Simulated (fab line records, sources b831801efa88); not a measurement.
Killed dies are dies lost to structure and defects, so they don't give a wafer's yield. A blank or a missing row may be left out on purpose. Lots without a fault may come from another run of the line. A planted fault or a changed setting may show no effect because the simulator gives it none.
Chamber matching | flow sky130 | SKY_VIA3_ETCH_15 on rie_diel-04: 4 sister chambers
The step etches SiO2 in C4F8/O2/Ar, stops on TiN, target depth 507 nm, time 78 s. 4 wafers are shown with their chamber, then 9 later ones without.

WAFERS WITH THEIR CHAMBER
wafer  | chamber | rf_fwd_power_W (W)
L085.1 | 1       | 1479
L085.4 | 0       | 1486
L089.1 | 2       | 1487
L089.6 | 3       | 1493

WAFERS WITHOUT THEIR CHAMBER
wafer  | rf_fwd_power_W (W)
L090.3 | 1489
L090.5 | 1488
L090.6 | 1482
L091.2 | 1484
L091.3 | 1486
L091.5 | 1485
L095.1 | 1493
L095.4 | 1481
L095.6 | 1495

WHICH CHAMBER EACH WENT THROUGH
wafer  | from the rows above          | in truth
L090.3 | can't be placed: 2 or 0 or 3 | 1
L090.5 | can't be placed: 2 or 0      | 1
L090.6 | can't be placed: 1 or 0 or 2 | 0
L091.2 | can't be placed: 0 or 2 or 1 | 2
L091.3 | can't be placed: 0 or 2      | 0
L091.5 | can't be placed: 0 or 2      | 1
L095.1 | 3                            | 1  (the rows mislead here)
L095.4 | can't be placed: 1 or 0      | 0
L095.6 | 3                            | 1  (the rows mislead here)
Placed correctly: 0 of 9. Can't be placed from these rows: 7 (the true chamber is among the candidates in 4). Placed wrongly: 2.
How it was worked out, from the rows above alone: a wafer's distance from a chamber is the root of the sum, over the readings, of the square of ((its reading less the chamber's mean) divided by the reading's scatter). The wafer belongs to the nearest chamber; if the next one is less than 2 further off, it can't be placed. A chamber's mean is the mean of its shown wafers. The scatter: with one shown wafer a chamber, the root of the mean of the squares of how far each hidden wafer lies from its nearest shown one.
